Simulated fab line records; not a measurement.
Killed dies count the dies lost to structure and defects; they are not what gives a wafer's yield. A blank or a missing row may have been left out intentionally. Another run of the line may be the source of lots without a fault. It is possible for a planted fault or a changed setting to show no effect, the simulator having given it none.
A lot that was struck, set against a sound lot    flow sfqLine    14 out of 325 route steps
Sound: these wafers, L415.1, L415.4, L415.5. Struck: wafers L426.4, L426.5, L426.6. Last of all comes the cause.
Per side, at each step with rows, come the tool, then ch with its chambers, and then its first start. Under that, the readings that differ: sound wafers    struck wafers    difference of the means    sigmas: that difference in standard deviations of wafers without a fault.
alike: words and numbers the same on both sides, and readings whose means are apart by under 2 such deviations; not compared: readings that were withheld, readings missing a value for some wafer, numbers with overlapping values and no deviation given by the record, and bounds like >300 which may hide the same value.
A row with sigmas, a row that says differs or no value, or rows on one side alone: a step with any of these is where the two part. Non-overlapping numbers with no deviation appear without sigmas and do not part them. A reading that every wafer of one side lacks parts them only if that side has two wafers or more.

first, 6 steps without rows for these wafers: SFQ_TRILAYER_M1_LITHO_COAT_044 (resist thk 62 nm); SFQ_TRILAYER_M1_LITHO_COAT_039 (resist thk 600 nm); SFQ_TRILAYER_M1_LITHO_SOFTBAKE_043; SFQ_TRILAYER_M1_LITHO_EXPOSE_040 (exposes mask M1, target cd 500 nm); SFQ_TRILAYER_M1_LITHO_PEB_042 (peb time 60 s); SFQ_TRILAYER_M1_LITHO_DEVELOP_041 (time 60 s).
SFQ_M1_OVL_MEAS_911:
  sound on overlay-02, day 18 04:34; struck on overlay-02, day 24 23:11
reading      sound      struck  difference  sigmas
M1_OVL (nm)  -2 -8 -12  -1 1 4  +9          +2
SFQ_TRILAYER_M1_BARC_OPEN_METAL_ETCH_054: etches BARC in O2, target depth 125 nm, time 41.7 s.
  sound on rieMetal-04 ch 0,1, day 18 04:36; struck on rieMetal-04 ch 0,1, day 24 23:13
  alike: drypumpMotorCurrentA, heBacksideLeakSccm, oesProductAu
  not compared: rfHoursCounterH
SFQ_TRILAYER_M1_ETCH_METAL_ETCH_042: etches Nb in Cl2/Ar, stops on SiO2, target depth 240 nm, time 120 s.
  sound on rieMetal-04 ch 0,1, day 18 04:40; struck on rieMetal-04 ch 0,1, day 24 23:19
  alike: drypumpMotorCurrentA, heBacksideLeakSccm, oesProductAu
  not compared: rfHoursCounterH
SFQ_TRILAYER_M1_STRIP_STRIP_043: strips in O2.
  sound on rieMetal-04 ch 0,1, day 18 04:47; struck on rieMetal-04 ch 0,1, day 24 23:35
  alike: drypumpMotorCurrentA, heBacksideLeakSccm, oesProductAu
  not compared: rfHoursCounterH
then, 1 step without rows for these wafers: SFQ_TRILAYER_M1_STRIP_SOLV_CLEAN_044 (cleans in NMP, time 600 s).
SFQ_TRILAYER_I1_DEP_PECVD_045: deposits SiO2 from SiH4/N2O, time 111.11 s, target thk 500 nm.
  sound on pecvd-01 ch 0,1, day 18 05:34; struck on pecvd-01 ch 0,1,2, day 25 00:12
reading                                             sound              struck             difference  sigmas
rfFwdPowerW (W)                                     182.7 182.0 182.4  210.7 211.7 211.0  +28.8       +44
model.SiO2_of_TRILAYER_I1_DEP_PECVD_045.thkNm (nm)  497.2 508.1 494.6  536.9 526.5 532    +31.8       
  alike: heaterPowerW, throttleValvePct
SFQ_TRILAYER_I1_CMP_CMP_046: polishes SiO2.
  sound on cmp-01 ch 0,1,2, day 18 06:08; struck on cmp-01 ch 0,3, day 25 00:44
reading              sound        struck       difference  sigmas
timeToEndpointS (s)  206 219 205  238 236 244  +29         +5
  alike: motorCurrentA, platenRpm
SFQ_I1_BOW_MEAS_912:
  sound on filmMetro-04, day 18 08:38; struck on filmMetro-03, day 25 03:18
  alike: I1_BOW

== WHERE THEY PART ==
Earliest at SFQ_M1_OVL_MEAS_911; latest, in this record, at SFQ_TRILAYER_I1_CMP_CMP_046. Later steps at which nothing parts them and some readings are alike: SFQ_I1_BOW_MEAS_912.

WHY: what the simulator had put in
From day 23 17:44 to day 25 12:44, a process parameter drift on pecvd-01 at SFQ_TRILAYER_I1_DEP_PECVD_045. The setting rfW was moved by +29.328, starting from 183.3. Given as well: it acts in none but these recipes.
